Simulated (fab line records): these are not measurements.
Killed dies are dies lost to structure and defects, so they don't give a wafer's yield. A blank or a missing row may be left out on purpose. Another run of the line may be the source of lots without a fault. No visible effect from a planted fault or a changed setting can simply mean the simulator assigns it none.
Chamber matching	flow gf180mcu	GF_V1_CVD_02 on pecvd-01 has 3 sister chambers
The step deposits SiO2 from TEOS, target thk 850 nm, time 94.851 s. 6 wafers are shown with their chamber, then 11 later ones without.

WAFERS WITH THEIR CHAMBER
wafer	chamber	heater-power-w (W)
L087.2	2	596
L087.4	0	767
L089.1	0	717
L089.2	2	637
L089.4	1	728
L091.1	1	677

WAFERS WITHOUT THEIR CHAMBER
wafer	heater-power-w (W)
L091.2	738
L091.6	690
L092.4	631
L092.5	616
L092.6	687
L094.2	748
L094.4	792
L094.6	562
L095.2	800
L095.5	696
L095.6	631

CHAMBER TAKEN BY EACH
wafer	from the rows above	in truth
L091.2	can't be placed: 0 or 1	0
L091.6	can't be placed: 1 or 0 or 2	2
L092.4	can't be placed: 2 or 1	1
L092.5	2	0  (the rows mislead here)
L092.6	can't be placed: 1 or 0 or 2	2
L094.2	can't be placed: 0 or 1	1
L094.4	can't be placed: 0 or 1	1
L094.6	2	2
L095.2	can't be placed: 0 or 1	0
L095.5	can't be placed: 1 or 0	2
L095.6	can't be placed: 2 or 1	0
Correct placement for 1 of the 11. Unplaceable from these rows: 9, with the true chamber sitting among the candidates in 7. Wrongly placed: 1.
How it was worked out, from the rows above alone: a wafer's distance from a chamber is the root of the sum, over the readings, of the square of ((its reading less the chamber's mean) divided by the reading's scatter). If the next closest chamber is less than 2 further off than the closest, the wafer can't be placed; otherwise it belongs to the closest. For every chamber, the mean is computed from those of its wafers that are shown. The scatter is the square root of a quotient: the sum, over the shown wafers, of each reading's squared deviation from its chamber's mean, divided by wafers minus chambers.
